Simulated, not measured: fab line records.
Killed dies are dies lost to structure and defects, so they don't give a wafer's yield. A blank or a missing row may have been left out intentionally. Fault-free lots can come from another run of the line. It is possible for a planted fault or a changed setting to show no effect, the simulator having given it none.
Matching of chambers    flow gf180mcu    GF_V2_ETCH_16 on rie_diel-03: 4 sister chambers
The step etches BARC in N2/H2. 7 wafers are shown with their chamber, then 7 later ones without.

== WAFERS WITH THEIR CHAMBER ==
wafer   chamber  throttle_valve_pct (%)  oes_product_au (a.u.)
L982.1  0        13.242                  0.846
L996.5  1        13.223                  0.864
L998.3  1        13.210                  0.849
L998.4  2        13.224                  0.848
L998.5  3        13.233                  0.860
L999.1  2        13.234                  0.851
L999.5  3        13.221                  0.847

== WAFERS WITHOUT THEIR CHAMBER ==
wafer   throttle_valve_pct (%)  oes_product_au (a.u.)
L999.6  13.226                  0.855
L101.2  13.217                  0.853
L101.3  13.227                  0.853
L101.4  13.222                  0.857
L104.2  13.230                  0.855
L104.4  13.217                  0.857
L104.5  13.234                  0.855

== CHAMBER TAKEN BY EACH ==
wafer   from the rows above                in truth
L999.6  can't be placed: 3 or 2 or 1       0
L101.2  can't be placed: 1 or 3 or 2       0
L101.3  can't be placed: 3 or 2 or 1 or 0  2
L101.4  can't be placed: 1 or 3 or 2       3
L104.2  can't be placed: 3 or 2 or 1 or 0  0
L104.4  can't be placed: 1 or 3 or 2       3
L104.5  can't be placed: 3 or 2 or 0 or 1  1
Correct placement for 0 of the 7. Unplaceable from these rows: 7, with the true chamber sitting among the candidates in 5. Placed wrongly: 0.
How it was worked out, from the rows above alone: a wafer's distance from a chamber is the root of the sum, over the readings, of the square of ((its reading less the chamber's mean) divided by the reading's scatter). If the next closest chamber is less than 2 further off than the closest, the wafer can't be placed; otherwise it belongs to the closest. A chamber's mean is the mean of its shown wafers. The scatter: the root of (the sum of the squares of (reading less its chamber's mean) over the shown wafers, divided by (wafers less chambers)).
